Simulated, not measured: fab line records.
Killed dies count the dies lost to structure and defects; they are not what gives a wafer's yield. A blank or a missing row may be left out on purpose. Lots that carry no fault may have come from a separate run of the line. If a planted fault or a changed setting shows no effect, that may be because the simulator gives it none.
Code-filled problem report in 8D (eight disciplines) form :: flow sky130 :: the parts of the form that need people (team, actions taken, sign-off) are left out

== 1. PROBLEM STATEMENT ==
Mean of ramp down c per s at SKY_SD_N_RTA_14: 35.995 across 6 wafers in 2 lots; on wafers with no fault it is 90.001 (standard deviation 0.015). So: -99 or more standard deviations from the usual mean.
The step: time 2 s.
Seen first at day 31 19:09 on rtp anneal-01, wafer L239.1. Wafers with a number at this step in the record: 39, from 13 lots. Rule for "out" (also "out of limits"): further than 4 standard deviations from the usual mean. The other wafers with a number count as sound.

== 2. WHAT IT IS; WHAT IT IS NOT ==
question: which readings at this step
is: ramp down c per s
is not: ramp up c per s, wafer_temp_C_max

question: which lots
is: L239, L241
is not: L228, L229, L230, L231, L232, L233, L242, L244, L246, L248, L250

question: which wafers of those lots
is: all that have a number
is not: -

question: read on which tools
is: rtp anneal-01
is not: rtp anneal-02

question: when
is: from day 31 19:09
is not: up to then (18 sound wafers); but 15 sound wafers of L242, L244, L246, L248, L250 came after

== 3. THE SUSPECTS, EACH WITH WHAT RULES IT OUT ==
Counting: a tool at a process step up to the reading stays a suspect if it ran every lot that is out and no sound lot after the first of them.
- rtp anneal-01 at SKY_SD_N_RTA_14 (time 2 s): kept. It processed each lot that is out, first L239 at day 31 19:09, and no sound lot thereafter; up to then, the last sound lot it processed was L233 at day 29 20:12. Its own readings are out on those wafers: ramp down c per s.
Remaining after the count: rtp anneal-01 at SKY_SD_N_RTA_14.

== 4. THE CAUSE (what the simulator had put in) ==
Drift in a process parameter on rtp anneal-01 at SKY_SD_N_RTA_14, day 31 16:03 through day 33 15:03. From 90, the setting ramp down c per s moved by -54. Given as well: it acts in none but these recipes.
This tool alone remained once counting was done.

== 5. THE CHAIN OF EFFECTS, in route order ==
Each row: a reading whose mean over the struck wafers that have a number lies more than 3 standard deviations from the usual. Scope: only readings with a usual standard deviation given in the record; hours: median across lots of the time from each lot's start at the first step in this table that gives one to its start at this step; sigmas: change in usual standard deviations.
hours: 0
step: SKY_SD_N_RTA_14
reading: ramp down c per s
usual: 90.001
on struck wafers: 35.995
change: -54.007
sigmas: -99 or more
The process steps in it:
- SKY_SD_N_RTA_14: time 2 s.
Later steps that measure or inspect, where all struck wafers having a row at the step show a number for every such reading and not one has moved that far: SKY_SD_N_RS_MEAS_17.

== 6. WHAT WOULD HAVE CAUGHT IT SOONER ==
In this record the first reading out of limits was taken at day 31 19:09, 3 hours after the fault began at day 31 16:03.
